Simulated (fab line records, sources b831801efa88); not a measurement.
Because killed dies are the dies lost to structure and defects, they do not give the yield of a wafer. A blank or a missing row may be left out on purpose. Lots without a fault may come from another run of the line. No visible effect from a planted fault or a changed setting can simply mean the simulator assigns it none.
Matching of chambers / flow sky130 / SKY_LI_CONTACT_CMP_02 on cmp-01: 4 sister chambers
The step polishes PSG. 8 wafers are shown with their chamber, then 8 later ones without.

EACH WAFER AND ITS CHAMBER
wafer=L619.3; chamber=0; motor current A (A)=13.0; time to endpoint s (s)=32.1
wafer=L620.1; chamber=3; motor current A (A)=12.9; time to endpoint s (s)=33.8
wafer=L620.3; chamber=0; motor current A (A)=12.8; time to endpoint s (s)=35.4
wafer=L620.6; chamber=1; motor current A (A)=12.5; time to endpoint s (s)=37.6
wafer=L621.2; chamber=1; motor current A (A)=12.6; time to endpoint s (s)=35.8
wafer=L621.4; chamber=3; motor current A (A)=13.1; time to endpoint s (s)=34.8
wafer=L621.5; chamber=2; motor current A (A)=11.8; time to endpoint s (s)=36.3
wafer=L622.2; chamber=2; motor current A (A)=11.6; time to endpoint s (s)=36.0

WAFERS WHOSE CHAMBER IS MISSING
wafer=L622.5; motor current A (A)=11.3; time to endpoint s (s)=37.8
wafer=L622.6; motor current A (A)=12.9; time to endpoint s (s)=36.3
wafer=L624.2; motor current A (A)=12.6; time to endpoint s (s)=28.0
wafer=L624.4; motor current A (A)=12.7; time to endpoint s (s)=30.1
wafer=L624.5; motor current A (A)=11.6; time to endpoint s (s)=27.4
wafer=L623.1; motor current A (A)=13.0; time to endpoint s (s)=32.1
wafer=L623.2; motor current A (A)=11.5; time to endpoint s (s)=35.5
wafer=L623.4; motor current A (A)=12.8; time to endpoint s (s)=30.3

WHICH CHAMBER EACH WENT THROUGH
wafer=L622.5; from the rows above=2; in truth=2
wafer=L622.6; from the rows above=can't be placed: 3 or 0 or 1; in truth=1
wafer=L624.2; from the rows above=can't be placed: 0 or 3 or 1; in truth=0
wafer=L624.4; from the rows above=can't be placed: 0 or 3 or 1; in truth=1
wafer=L624.5; from the rows above=2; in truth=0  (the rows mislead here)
wafer=L623.1; from the rows above=can't be placed: 0 or 3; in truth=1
wafer=L623.2; from the rows above=2; in truth=2
wafer=L623.4; from the rows above=can't be placed: 0 or 3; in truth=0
Correctly placed: 2 of 8. Not placeable from these rows: 5 (in 4, the candidates include the true chamber). Number placed wrongly: 1.
How it was worked out, from the rows above alone: a wafer's distance from a chamber is the root of the sum, over the readings, of the square of ((its reading less the chamber's mean) divided by the reading's scatter). If the next closest chamber is less than 2 further off than the closest, the wafer can't be placed; otherwise it belongs to the closest. A chamber's mean is the mean of its shown wafers. The scatter is the square root of a quotient: the sum, over the shown wafers, of each reading's squared deviation from its chamber's mean, divided by wafers minus chambers.
